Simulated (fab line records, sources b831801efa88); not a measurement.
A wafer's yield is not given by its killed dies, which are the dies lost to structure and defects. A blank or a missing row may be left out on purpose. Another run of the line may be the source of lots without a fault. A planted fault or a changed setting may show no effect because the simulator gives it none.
Chamber matching	flow sky130	4 sister chambers for SKY_FIELD_ISO_ETCH_17 on rie_si-01
The step etches Si in HBr/Cl2/O2, target depth 342 nm, time 97.7 s. 4 wafers are shown with their chamber, then 7 later ones without.

== WAFERS WITH THEIR CHAMBER ==
wafer	chamber	he_backside_leak_sccm (sccm)
L973.2	1	2.67
L979.3	2	2.69
L980.1	3	3.09
L980.4	0	3.11

== WAFERS WHOSE CHAMBER IS MISSING ==
wafer	he_backside_leak_sccm (sccm)
L980.5	3.13
L988.2	2.85
L988.4	3.21
L988.6	2.66
L992.1	3.19
L992.3	2.93
L992.4	2.52

== THE CHAMBER EACH PASSED THROUGH ==
wafer	from the rows above	in truth
L980.5	can't be placed: 0 or 3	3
L988.2	can't be placed: 2 or 1 or 3 or 0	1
L988.4	can't be placed: 0 or 3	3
L988.6	can't be placed: 1 or 2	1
L992.1	can't be placed: 0 or 3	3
L992.3	can't be placed: 3 or 0 or 2 or 1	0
L992.4	can't be placed: 1 or 2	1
Correctly placed: 0 of 7. Not placeable from these rows: 7 (in 7, the candidates include the true chamber). Number placed wrongly: 0.
How it was worked out, from the rows above alone: a wafer's distance from a chamber is the root of the sum, over the readings, of the square of ((its reading less the chamber's mean) divided by the reading's scatter). The wafer belongs to the nearest chamber; if the next one is less than 2 further off, it can't be placed. For every chamber, the mean is computed from those of its wafers that are shown. The scatter (one wafer shown for each chamber): square how far every hidden wafer sits from the nearest shown wafer, average those squares and take the square root.
